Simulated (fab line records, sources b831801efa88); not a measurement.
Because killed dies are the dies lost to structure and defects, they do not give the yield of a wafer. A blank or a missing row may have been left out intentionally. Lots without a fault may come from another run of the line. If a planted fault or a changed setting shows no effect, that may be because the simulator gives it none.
The tool behind it: which one? ; flow sky130 ; 24 lots with 72 wafers sampled at 4 steps, on a route of 708 steps

== WHAT THE GAUGES SHOWED, per wafer ==
SKY_VIA2_OVL_MEAS_13.
lot;measured;on;VIA2_OVL (nm)
L074;day 37 16:47;overlay-02;6 8 6
L075;day 37 20:35;overlay-01;6 10 9
L076;day 38 00:32;overlay-01;1 1 2
L077;day 38 18:02;overlay-01;2 11 2
L078;day 38 23:48;overlay-01;4 2 -3
L079;day 39 01:53;overlay-02;9 5 6
L080;day 39 04:11;overlay-02;4 1 1
L081;day 40 01:13;overlay-02;-4 5 -10
L082;day 40 03:38;overlay-01;3 1 3
L083;day 40 04:59;overlay-02;-2 -2 6
L084;day 40 11:44;overlay-02;7 6 2
L085;day 41 03:05;overlay-01;7 2 11
L086;day 41 07:59;overlay-01;4 3 5
L087;day 41 11:59;overlay-01;-5 -6 0
L088;day 41 13:29;overlay-01;1 1 -5
L089;day 42 02:26;overlay-01;-9 -7 -8
L090;day 42 05:09;overlay-02;-3 3 1
L091;day 42 12:23;overlay-02;0 2 -9
L092;day 42 13:51;overlay-02;-6 -3 -4
L093;day 43 03:26;overlay-02;-10 -4 -2
L094;day 43 05:49;overlay-01;-2 1 6
L095;day 43 17:44;overlay-01;-4 -6 -7
L096;day 43 19:02;overlay-01;-14 -5 -10
L097;day 44 06:02;overlay-02;-1 1 2

SKY_VIA3_RS_MEAS_22: uses a four-point probe to measure.
lot;measured;on;VIA3_W_RS (ohm/sq)
L074;day 41 02:46;film_metro-04;0.296 0.298 0.301
L075;day 41 06:46;film_metro-04;0.292 0.296 0.290
L076;day 41 09:59;film_metro-04;0.292 0.291 0.297
L077;day 42 02:39;film_metro-04;0.295 0.295 0.291
L078;day 42 08:38;film_metro-01;0.291 0.293 0.297
L079;day 42 09:58;film_metro-04;0.296 0.297 0.297
L080;day 42 11:13;film_metro-02;0.292 0.296 0.294
L081;day 43 08:03;film_metro-01;0.300 0.296 0.293
L082;day 43 10:42;film_metro-04;0.294 0.288 0.293
L083;day 43 12:23;film_metro-04;0.299 0.298 0.295
L084;day 43 18:11;film_metro-01;0.287 0.293 0.287
L085;day 44 07:23;film_metro-01;0.291 0.294 0.289
L086;day 44 12:49;film_metro-04;0.288 0.291 0.294
L087;day 44 16:55;film_metro-04;0.293 0.295 0.293
L088;day 44 18:15;film_metro-02;0.294 0.296 0.292
L089;day 45 07:04;film_metro-04;0.290 0.287 0.294
L090;day 45 08:17;film_metro-02;0.292 0.294 0.293
L091;day 45 15:02;film_metro-01;0.299 0.296 0.301
L092;day 45 17:00;film_metro-01;0.294 0.289 0.292
L093;day 46 06:43;film_metro-01;0.293 0.290 0.288
L094;day 46 07:28;film_metro-02;0.294 0.294 0.297
L095;day 46 22:32;film_metro-04;0.299 0.303 0.295
L096;day 46 23:54;film_metro-01;0.290 0.290 0.290
L097;day 47 06:43;film_metro-04;0.293 0.293 0.296

== WHICH TOOL RAN EACH LOT (tool, then ch and the chambers of the sampled wafers, then the start) ==
lot;SKY_METAL3_SPUTTER_02;SKY_METAL3_DESCUM_15
L074;pvd_sputter-02, day 37 18:32;rie_metal-04 ch 0,1, day 39 23:16
L075;pvd_sputter-02, day 37 22:02;rie_metal-02 ch 0,1, day 40 02:53
L076;pvd_sputter-02, day 38 02:02;rie_metal-04 ch 0,1, day 40 05:52
L077;pvd_sputter-04, day 38 19:31;rie_metal-04 ch 0,1, day 40 22:51
L078;pvd_sputter-03, day 39 02:01;rie_metal-04 ch 0,1, day 41 05:31
L079;pvd_sputter-02, day 39 03:29;rie_metal-02 ch 0,1, day 41 06:52
L080;pvd_sputter-04, day 39 05:39;rie_metal-02 ch 1, day 41 08:27
L081;pvd_sputter-03, day 40 02:39;rie_metal-03 ch 0,1, day 42 04:50
L082;pvd_sputter-02, day 40 05:05;rie_metal-03 ch 1, day 42 07:10
L083;pvd_sputter-02, day 40 06:28;rie_metal-03 ch 0,1, day 42 09:58
L084;pvd_sputter-03, day 40 13:16;rie_metal-04 ch 0,1, day 42 15:12
L085;pvd_sputter-04, day 41 04:51;rie_metal-02 ch 0,1, day 43 05:43
L086;pvd_sputter-03, day 41 09:28;rie_metal-03 ch 1, day 43 10:52
L087;pvd_sputter-04, day 41 13:26;rie_metal-02 ch 0,1, day 43 14:46
L088;pvd_sputter-04, day 41 14:56;rie_metal-04 ch 0,1, day 43 16:48
L089;pvd_sputter-04, day 42 03:53;rie_metal-02 ch 0,1, day 44 05:43
L090;pvd_sputter-03, day 42 06:46;rie_metal-04 ch 0,1, day 44 06:47
L091;pvd_sputter-03, day 42 13:50;rie_metal-03 ch 0,1, day 44 13:31
L092;pvd_sputter-02, day 42 15:17;rie_metal-03 ch 0,1, day 44 16:11
L093;pvd_sputter-02, day 43 05:02;rie_metal-04 ch 0, day 45 05:50
L094;pvd_sputter-03, day 43 07:16;rie_metal-03 ch 0,1, day 45 06:05
L095;pvd_sputter-03, day 43 19:17;rie_metal-03 ch 0,1, day 45 23:43
L096;pvd_sputter-02, day 43 20:30;rie_metal-02 ch 0,1, day 46 00:04
L097;pvd_sputter-03, day 44 07:42;rie_metal-02 ch 0,1, day 46 06:01
- SKY_METAL3_SPUTTER_02: material AlCu, target thk 735 nm, time 39.1 s.
- SKY_METAL3_DESCUM_15: chemistry O2, time 8 s.

== AS READ BY THE TOOLS THEMSELVES (means over the sampled wafers that have a number; for cases with no such wafer, the mark the record gives instead) ==
SKY_METAL3_SPUTTER_02.
lot;tool;throttle_valve_pct (%)
L074;pvd_sputter-02;30.3
L075;pvd_sputter-02;30.2
L076;pvd_sputter-02;30.7
L077;pvd_sputter-04;29.0
L078;pvd_sputter-03;30.0
L079;pvd_sputter-02;30.0
L080;pvd_sputter-04;29.5
L081;pvd_sputter-03;29.8
L082;pvd_sputter-02;30.4
L083;pvd_sputter-02;30.5
L084;pvd_sputter-03;30.1
L085;pvd_sputter-04;29.8
L086;pvd_sputter-03;29.8
L087;pvd_sputter-04;30.0
L088;pvd_sputter-04;29.6
L089;pvd_sputter-04;30.0
L090;pvd_sputter-03;29.8
L091;pvd_sputter-03;30.1
L092;pvd_sputter-02;29.9
L093;pvd_sputter-02;30.3
L094;pvd_sputter-03;30.5
L095;pvd_sputter-03;30.4
L096;pvd_sputter-02;30.6
L097;pvd_sputter-03;30.2

SKY_METAL3_DESCUM_15.
lot;tool;drypump_motor_current_A (A);oes_product_au (a.u.)
L074;rie_metal-04;5.8;0.999
L075;rie_metal-02;5.4;1.001
L076;rie_metal-04;6.1;0.993
L077;rie_metal-04;5.8;0.996
L078;rie_metal-04;5.8;1.002
L079;rie_metal-02;5.4;0.996
L080;rie_metal-02;5.4;0.996
L081;rie_metal-03;5.5;0.993
L082;rie_metal-03;5.1;0.996
L083;rie_metal-03;5.3;0.994
L084;rie_metal-04;6.1;0.996
L085;rie_metal-02;5.4;0.991
L086;rie_metal-03;5.1;0.994
L087;rie_metal-02;5.4;0.989
L088;rie_metal-04;6.0;1.003
L089;rie_metal-02;5.4;0.993
L090;rie_metal-04;5.8;0.993
L091;rie_metal-03;5.3;0.992
L092;rie_metal-03;5.3;0.985
L093;rie_metal-04;6.4;1.006
L094;rie_metal-03;5.3;0.990
L095;rie_metal-03;5.6;1.003
L096;rie_metal-02;5.4;0.994
L097;rie_metal-02;5.4;0.990

== THE ANSWER, worked out from the rows above alone ==
Rule: usual is defined by the lots themselves. Put in order of their means at a reading, lots are off if they are a third of the lots or fewer, leave a main group of 4 or more, and stand apart from it by a gap of 3 or more times the standard deviation of the main group's means; of several such gaps the widest counts. A main group whose means are all the same, to the digits that the tables above print for the reading, isn't used. Also off: a lot with no number at a reading for which 4 or more lots have one. The other lots that the step has rows for count as sound. First the gauges in route order, then the tools' own readings, where a lot's mean is used as printed above. At the first step where some lot is off, the reading lying furthest off is the one used; lots without a number count as furthest.
No lot is off on any of the readings shown, so nothing can be concluded from this.

== WHAT THE SIMULATOR PUT IN ==
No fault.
